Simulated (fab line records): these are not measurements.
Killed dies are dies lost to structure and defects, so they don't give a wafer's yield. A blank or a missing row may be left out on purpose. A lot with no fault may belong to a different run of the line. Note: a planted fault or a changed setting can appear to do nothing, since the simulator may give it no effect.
fab line records | flow gf180mcu
[record] lots = 14 wafers = 42 lastDay = 34
route steps=602 shown MIM@506 M5@531 V5@541
lots that met no fault: from a run of the same line without faults
startH: the number of hours between the record's first day and the start of the first shown wafer of the lot | waitH: hours since the lot's step before | " same as the row above | L1.1+2: one row covering several wafers at once | - no value present, or no start provided | * or withheld: withheld | < > ~ a bound
route shown NAME@n: NAME is a module with steps in the file, n the number in the route of the first one | usual: mean/standard deviation of fault-free wafers | same: alike in all rows | chamber/n: place in a boat | sites: the reading at each site | _std_site: how widely they spread, as a standard deviation | _edge_site: outer sites' mean less inner sites' | radiusMm: how far each site lies from the wafer's centre | mask NAME#n: copy n | behind: the last tool/chamber to shape the wafer | hold: what put the lot on hold/how long, in hours/how the hold closed | device: the transistor (n, p or np) that didn't switch | end of line: tests run on the same wafers once the route is complete | where a step has no rows: the recipe by itself | killed: dies lost to structure and defects at the first sort, not the wafer's yield | map: shows each die of a wafer: x if killed, . if not, _ if none is there
set.NAME: setting as actually run; set.NAME@STEP: the setting as run at that earlier step | model.NAME: the simulator's own value behind a step, which no gauge read
route steps across a sampled set of lots; one table per step, one row per wafer
services: when a tool's chamber went out of use (startH, in hours from the record's first day, below 0 if earlier), for how many hours, and the reason
[[steps]]
[step GF_MIM_SPUTTER_03]
[recipe] material = Ti targetThkNm = 10 substrateTempC = 300 chamberPressurePa = 0.3 powerW = 3000 timeS = 6.7
[usual] throttleValvePct = 29.6/0.82
// columns lot.wafer tool chamber startH waitH throttleValvePct
L350.2 pvdSputter-02 - 582.28 0.0 28.5
L350.5 " - " " 28.8
L350.6 " - " " 28.4
L351.1 pvdSputter-02 - 595.59 0.0 28.0
L351.3 " - " " 29.8
L351.5 " - " " 30.2
L352.2 pvdSputter-03 - 609.42 0.0 30.5
L352.3 " - " " 29.2
L352.4 " - " " 29.1
L353.2 pvdSputter-02 - 616.71 0.0 28.4
L353.3 " - " " 30.1
L353.4 " - " " 28.7
L354.2 pvdSputter-02 - 623.47 0.0 28.6
L354.4 " - " " 28.3
L354.6 " - " " 30.4
L355.1 pvdSputter-03 - 632.40 0.0 29.1
L355.4 " - " " 29.3
L355.6 " - " " 29.4
L356.1 pvdSputter-01 - 635.42 0.0 29.1
L356.2 " - " " 31.6
L356.6 " - " " 30.1
L360.2 pvdSputter-03 - 663.72 0.0 29.2
L360.5 " - " " 29.2
L360.6 " - " " 29.2
L362.2 pvdSputter-03 - 680.56 0.0 29.1
L362.4 " - " " 30.1
L362.6 " - " " 29.0
L363.1 pvdSputter-01 - 682.50 0.0 30.1
L363.4 " - " " 29.3
L363.6 " - " " 31.9
L365.2 pvdSputter-01 - 697.32 0.0 31.6
L365.3 " - " " 30.5
L365.4 " - " " 30.5
L366.1 pvdSputter-02 - 706.16 0.0 30.2
L366.2 " - " " 28.7
L366.6 " - " " 28.9
L367.2 pvdSputter-02 - 711.82 0.0 28.9
L367.4 " - " " 30.3
L367.5 " - " " 29.0
L369.1 pvdSputter-01 - 726.76 0.0 31.6
L369.3 " - " " 29.4
L369.4 " - " " 30.1
[step GF_M5_PEB_05]
[recipe] pebTempC = 135 pebTimeS = 90 resist = KrF
[usual] chillPlateTempC = 23.00/0.12 exhaustPa = 45.1/0.85 pebTimeS = 90/0
// columns lot.wafer tool chamber startH waitH chillPlateTempC exhaustPa pebTimeS
L350.2 lithoTrack-02 0 624.17 - 23.03 45.3 90
L350.5 " 0 " " 22.94 46.0 90
L350.6 " 0 " " 23.00 44.9 90
L351.1 lithoTrack-01 0 636.76 - 22.78 45.8 90
L351.3 " 0 " " 22.85 44.3 90
L351.5 " 0 " " 22.78 45.0 90
L352.2 lithoTrack-03 0 649.43 - 22.90 44.2 90
L352.3 " 0 " " 22.95 45.4 90
L352.4 " 0 " " 22.88 44.3 90
L353.2 lithoTrack-01 - 657.20 - - - -
L353.3 " - " " - - -
L353.4 " - " " - - -
L354.2 lithoTrack-03 - 662.98 - - - -
L354.4 " - " " - - -
L354.6 " - " " - - -
L355.1 lithoTrack-03 0 671.80 - 23.09 44.5 90
L355.4 " 0 " " 23.05 45.4 90
L355.6 " 0 " " 23.15 44.9 90
L356.1 lithoTrack-01 0 675.11 - 22.82 45.2 90
L356.2 " 0 " " 23.07 44.9 90
L356.6 " 0 " " 23.13 45.1 90
L360.2 lithoTrack-02 0 701.57 - 22.92 44.1 90
L360.5 " 0 " " 22.93 44.2 90
L360.6 " 0 " " 22.93 45.0 90
L362.2 lithoTrack-01 0 718.90 - 22.60 45.2 90
L362.4 " 0 " " 22.93 46.1 90
L362.6 " 0 " " 22.88 45.9 90
L363.1 lithoTrack-01 0 719.56 - 22.97 46.1 90
L363.4 " 0 " " 23.09 46.8 90
L363.6 " 0 " " 22.99 46.5 90
L365.2 lithoTrack-03 0 733.28 - 22.98 45.0 90
L365.3 " 0 " " 22.94 45.4 90
L365.4 " 0 " " 22.96 44.6 90
L366.1 lithoTrack-02 0 741.43 - 22.89 44.5 90
L366.2 " 0 " " 23.13 44.3 90
L366.6 " 0 " " 23.14 43.3 90
L367.2 lithoTrack-03 0 745.73 - 22.95 44.6 90
L367.4 " 0 " " 22.74 44.5 90
L367.5 " 0 " " 22.89 44.0 90
L369.1 lithoTrack-01 0 760.21 - 22.95 45.4 90
L369.3 " 0 " " 22.88 43.7 90
L369.4 " 0 " " 22.91 44.3 90
[step GF_M5_METAL_ETCH_10]
[recipe] chemistry = Cl2/BCl3 maskMaterial = KrF targetDepthNm = 750.8 stopOn = SiO2 pressureMtorr = 8 icpW = 800 biasW = 140 Cl2_flow_sccm = 80 bcl3FlowSccm = 40 timeS = 125.1
[usual] chamberPressureMTorr = 8.001/0.008 drypumpMotorCurrentA = 6.0/0.53 oesProductAu = 0.991/0.0051 rfFwdPowerW = 795.3/2.6 throttleValvePct = 28.229/0.011
// columns lot.wafer tool chamber startH waitH chamberPressureMTorr drypumpMotorCurrentA oesProductAu rfFwdPowerW rfHoursCounterH throttleValvePct
L350.2 rieMetal-03 1 624.66 0.0 8.001 6.2 0.984 793.1 13 28.233
L350.5 " 0 " " 7.989 6.2 0.985 800.4 - 28.225
L350.6 " 1 " " 8.004 6.2 0.996 790.2 - 28.212
L351.1 rieMetal-01 0 637.29 0.0 8.004 6.3 0.999 791.7 0 28.209
L351.3 " 0 " " 8.005 6.3 0.997 794.3 - 28.228
L351.5 " 0 " " 7.993 6.3 0.983 796.3 - 28.234
L352.2 rieMetal-03 1 649.93 0.0 7.996 6.2 0.991 791.7 14 28.221
L352.3 " 0 " " 8.005 6.2 0.998 794.4 - 28.236
L352.4 " 1 " " 8.013 6.2 0.985 794.0 - 28.242
L353.2 rieMetal-04 0 657.74 0.1 8.017 4.9 0.992 795.7 - 28.216
L353.3 " 0 " " 8.011 4.8 0.990 798.5 - 28.228
L353.4 " 0 " " 8.002 4.8 0.982 796.5 - 28.224
L354.2 rieMetal-01 0 663.48 0.0 8.008 6.3 0.991 799.1 1 28.229
L354.4 " 1 " " 8.004 6.4 0.990 795.2 - 28.231
L354.6 " 0 " " 8.003 6.3 0.991 797.2 - 28.222
L355.1 rieMetal-01 1 672.33 0.0 8.012 6.4 0.997 799.3 10 28.234
L355.4 " 0 " " 8.012 6.3 0.985 792.7 - 28.240
L355.6 " 1 " " 7.988 6.4 0.991 795.6 - 28.213
L356.1 rieMetal-03 0 675.64 0.0 7.990 6.1 0.984 794.1 7 28.215
L356.2 " 1 " " 7.992 6.2 0.990 790.8 15 28.246
L356.6 " 0 " " 7.999 6.1 0.991 794.1 - 28.239
L360.2 rieMetal-03 1 702.06 0.0 8.007 6.2 0.992 792.1 16 28.223
L360.5 " 1 " " 7.994 6.2 0.993 799.2 - 28.238
L360.6 " 0 " " 7.992 6.1 0.993 797.9 - 28.227
L362.2 rieMetal-01 1 719.39 0.0 8.011 6.4 0.999 795.3 12 28.212
L362.4 " 0 " " 8.008 6.3 0.993 796.7 - 28.217
L362.6 " 0 " " 7.991 6.3 0.992 795.9 - 28.212
L363.1 rieMetal-03 1 720.09 0.0 8.002 6.2 1.000 790.5 17 28.234
L363.4 " 0 " " 7.991 6.2 0.988 794.8 - 28.233
L363.6 " 1 " " 8.004 6.2 0.984 790.2 - 28.231
L365.2 rieMetal-03 1 733.78 0.0 8.009 6.2 0.988 792.8 17 28.233
L365.3 " 0 " " 7.998 6.2 0.998 795.2 - 28.238
L365.4 " 1 " " 7.993 6.2 0.993 796.2 - 28.217
L366.1 rieMetal-01 0 741.96 0.0 8.010 6.3 0.996 796.8 4 28.239
L366.2 " 1 " " 7.993 6.4 0.997 796.5 14 28.219
L366.6 " 0 " " 8.001 6.3 0.990 791.1 - 28.224
L367.2 rieMetal-01 1 746.23 0.0 8.009 6.4 0.989 800.1 14 28.205
L367.4 " 0 " " 8.009 6.3 0.989 791.9 - 28.217
L367.5 " 0 " " 7.985 6.3 0.991 793.0 - 28.240
L369.1 rieMetal-01 0 760.74 0.0 7.994 6.4 0.990 792.4 5 28.240
L369.3 " 1 " " 7.987 6.4 0.992 796.3 - 28.234
L369.4 " 0 " " 8.010 6.3 0.990 795.8 - 28.235
[step GF_V5_THK_MEAS_01]
[recipe] reads = SiO2_of_V5_CVD_00
[usual] V5_CVD_00_THK = 300/3.1
// columns lot.wafer tool chamber startH waitH V5_CVD_00_THK[nm]
L350.2 filmMetro-01 - 625.38 0.0 300
L350.5 " - " " 302
L350.6 " - " " 304
L351.1 filmMetro-01 - 638.02 0.0 304
L351.3 " - " " 299
L351.5 " - " " 299
L352.2 filmMetro-03 - 650.68 0.0 303
L352.3 " - " " 302
L352.4 " - " " 304
L355.1 filmMetro-01 - 673.06 0.0 300
L355.4 " - " " 302
L355.6 " - " " 301
L356.1 filmMetro-02 - 676.36 0.0 303
L356.2 " - " " 302
L356.6 " - " " 301
L360.2 filmMetro-03 - 702.82 0.0 301
L360.5 " - " " 297
L360.6 " - " " 301
L362.2 filmMetro-03 - 720.12 0.0 303
L362.4 " - " " 302
L362.6 " - " " 304
L363.1 filmMetro-02 - 720.80 0.0 297
L363.4 " - " " 296
L363.6 " - " " 299
L365.2 filmMetro-03 - 734.50 0.0 301
L365.3 " - " " 303
L365.4 " - " " 302
L366.1 filmMetro-03 - 742.68 0.0 307
L366.2 " - " " 306
L366.6 " - " " 304
L367.2 filmMetro-02 - 746.98 0.0 297
L367.4 " - " " 293
L367.5 " - " " 298
L369.1 filmMetro-01 - 761.54 0.0 292
L369.3 " - " " 294
L369.4 " - " " 295
[[services]]
// columns tool chamber startH hours kind
lithoTrack-02 - 559.38 - consumableReplace:filter
rieMetal-04 - 610.42 0.4 repair
rieMetal-01 - 611.88 0.8 repair
rieMetal-04 0 612.30 - clean
rieMetal-04 0 612.30 19.9 scheduledDown
rieMetal-04 0 612.30 19.9 ventCycle
rieMetal-01 0 617.62 - clean
rieMetal-01 0 617.62 19.0 scheduledDown
rieMetal-01 0 617.62 19.0 ventCycle
pvdSputter-03 - 622.97 2.4 repair
rieMetal-03 - 641.76 0.7 repair
rieMetal-04 1 648.89 12.4 repair
rieMetal-03 1 660.60 1.8 repair
rieMetal-04 1 661.31 - clean
rieMetal-04 1 661.31 15.8 scheduledDown
rieMetal-04 1 661.31 15.8 ventCycle
pvdSputter-02 - 697.51 4.8 repair
pvdSputter-01 - 700.10 15.1 repair
pvdSputter-01 - 708.82 9.3 repair
rieMetal-04 - 713.15 1.9 repair
rieMetal-03 1 740.18 - clean
rieMetal-03 1 740.18 16.1 scheduledDown
rieMetal-03 1 740.18 16.1 ventCycle
[[key]]
[firstSign] step = GF_M5_PEB_05 reading = toolRecord direction = missing
effect none on later readings
metAt GF_M5_PEB_05
struckLots L353,L354
laterRowsLeftOut L353.2,L353.3,L353.4,L354.2,L354.4,L354.6
sortLeftOut L353.2,L353.3,L353.4,L354.2,L354.4,L354.6
testerLeftOut L354
notActingAt GF_MIM_SPUTTER_03,GF_M5_METAL_ETCH_10,GF_V5_THK_MEAS_01
onsetBetween 649.43 657.20
[earlierFault] kind = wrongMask tool = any chamber = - onsetH = 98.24 steps = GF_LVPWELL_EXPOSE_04 auxCopy = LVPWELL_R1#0 cdOffsetNm = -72 scope = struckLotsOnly
[fault] kind = skippedStepWhole tool = lithoTrack-01,lithoTrack-03 chamber = - onsetH = 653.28 steps = GF_M5_PEB_05 scope = struckLotsOnly
// testerLeftOut: of these lots the tester's yield and bins aren't shown, on N5 and GAA mostly nor the transistor test; their killed dies are dies lost to structure and defects alone, not to doping, threshold or leakage, so they don't give the yield
// sortLeftOut: the simulated sort isn't trusted on such a fault, so these wafers' sort isn't shown, and their yield isn't known
// laterRowsLeftOut: the simulator's readings of these wafers behind a module that went badly wrong aren't trusted and aren't shown, but for the sort
